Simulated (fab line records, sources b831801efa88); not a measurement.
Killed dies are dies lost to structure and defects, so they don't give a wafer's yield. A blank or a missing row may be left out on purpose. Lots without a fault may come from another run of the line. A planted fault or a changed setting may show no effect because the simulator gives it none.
One fault seen from 2 desks | flow sky130 | each desk has only its own numbers; what lay behind them comes last

THE TOOL OWNER'S DESK: cmp-01
The tool's own readings at SKY_VIA3_CMP_02 (polishes SiO2): means of the sampled wafers that have a number, for each lot that ran on this tool. A lot is out of limits, marked OUT, if its mean lies more than 4 standard deviations from the usual mean; the brackets give that distance.
Columns: A = motor_current_A at SKY_VIA3_CMP_02, usual 11.4 A
lot  | first seen here | A
L910 | day 39 19:04    | 11.7
L911 | day 40 04:16    | 11.6
L913 | day 40 17:21    | 12.2
L916 | day 41 19:14    | 10.8
L917 | day 42 01:24    | 10.5
L918 | day 42 03:28    | 11.1
L919 | day 42 16:23    | 10.9
This desk's finding: nothing out of limits on any of the 7 lots.

THE METROLOGY DESK
What the gauges read, lot by lot, whatever tool the lot ran on: means of the sampled wafers that have a number. A lot is out of limits, marked OUT, if its mean lies more than 4 standard deviations from the usual mean; the brackets give that distance.
Columns: A = VIA3_BOW at SKY_VIA3_BOW_MEAS_03, usual 81 um; B = VIA3_W_RS at SKY_VIA3_RS_MEAS_22, usual 0.2924 ohm/sq
lot  | first seen here | A  | B
L907 | day 39 02:00    | 78 | 0.2923
L908 | day 39 06:09    | 85 | 0.2894
L910 | day 39 19:17    | 79 | 0.2891
L911 | day 40 04:35    | 81 | 0.2920
L913 | day 40 17:39    | 86 | 0.2922
L914 | day 40 22:46    | 77 | 0.2931
L915 | day 41 14:06    | 84 | 0.2949
L916 | day 41 19:32    | 84 | 0.2896
L917 | day 42 01:40    | 81 | 0.2902
L918 | day 42 03:46    | 89 | 0.2915
L919 | day 42 16:35    | 76 | 0.2911
L920 | day 42 17:35    | 80 | 0.2930
This desk's finding: nothing out of limits on any of the 12 lots.

PUT TOGETHER
The tool owner's desk saw nothing out of limits.
The metrology desk saw nothing out of limits.

WHAT THE SIMULATOR HAD PUT IN
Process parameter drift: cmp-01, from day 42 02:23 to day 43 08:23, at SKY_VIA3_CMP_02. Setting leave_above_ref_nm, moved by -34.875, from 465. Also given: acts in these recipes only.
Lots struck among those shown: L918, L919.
